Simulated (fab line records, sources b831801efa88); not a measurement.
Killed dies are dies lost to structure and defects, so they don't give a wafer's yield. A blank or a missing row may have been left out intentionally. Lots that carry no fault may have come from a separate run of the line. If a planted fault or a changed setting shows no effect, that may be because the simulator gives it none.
Matching of chambers -- flow sky130 -- SKY_VIA1_CMP_24 on cmp-02: 4 sister chambers
The step polishes, stops on SiO2, t overpolish 15 s, target thk 0 nm. 20 wafers are shown with their chamber, then 10 later ones without.

WAFERS, EACH WITH ITS CHAMBER
wafer,chamber,motorCurrentA (A),timeToEndpointS (s),overpolishRunS (s)
L076.2,1,10.5,67,14.989
L076.4,2,9.0,67,15.016
L076.5,2,8.7,69,15.007
L077.2,0,12.5,73,14.993
L077.3,1,10.6,70,15.019
L077.6,3,10.4,65,15.008
L078.1,1,10.9,62,15.001
L078.2,2,9.3,68,14.991
L078.3,0,12.0,72,14.998
L079.3,0,12.1,69,15.006
L079.4,3,10.8,62,15.005
L079.6,0,12.4,68,14.993
L084.3,2,9.5,69,15.007
L084.5,3,10.4,66,15.006
L084.6,2,8.8,69,15.003
L083.1,3,10.8,64,15.008
L083.3,0,12.5,70,15.000
L083.5,0,12.4,70,14.993
L090.3,2,8.9,68,15.004
L090.5,1,10.7,67,15.006

SIGNATURES (averages over the wafers above)
reading,chamber 0,chamber 1,chamber 2,chamber 3,scatter within a chamber
motorCurrentA,12.317,10.675,9.033,10.600,0.244
timeToEndpointS,70.33,66.50,68.33,64.25,1.98
overpolishRunS,14.99717,15.00375,15.00467,15.00675,0.00766
Rule: for each reading, subtract the chamber's mean from the wafer's reading, divide by that reading's scatter and square the result; add these up over the readings and take the root, which gives the wafer's distance from the chamber. The wafer belongs to the nearest chamber; if the next one is less than 2 further off, it can't be placed. How the scatter is found: for the shown wafers, subtract from each reading the mean of its chamber, square and add these, divide the total by (wafers less chambers), then take the root.

WAFERS WHOSE CHAMBER IS MISSING
wafer,motorCurrentA (A),timeToEndpointS (s),overpolishRunS (s)
L090.6,11.7,74,15.002
L092.4,10.6,65,15.018
L092.5,9.2,65,14.999
L092.6,10.5,66,15.012
L093.1,10.8,65,15.001
L093.5,11.9,70,14.996
L093.6,10.4,64,14.993
L094.3,10.8,66,14.981
L094.4,11.7,67,15.016
L094.5,9.4,67,15.005

WHICH CHAMBER EACH WENT THROUGH
wafer,from the rows above,in truth
L090.6,0,0
L092.4,can't be placed: 3 or 1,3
L092.5,2,2
L092.6,can't be placed: 3 or 1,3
L093.1,can't be placed: 1 or 3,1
L093.5,0,0
L093.6,can't be placed: 3 or 1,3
L094.3,can't be placed: 1 or 3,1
L094.4,can't be placed: 0 or 1 or 3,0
L094.5,2,2
Correctly placed: 4 of 10. Unplaceable from these rows: 6, with the true chamber sitting among the candidates in 6. Number placed wrongly: 0.
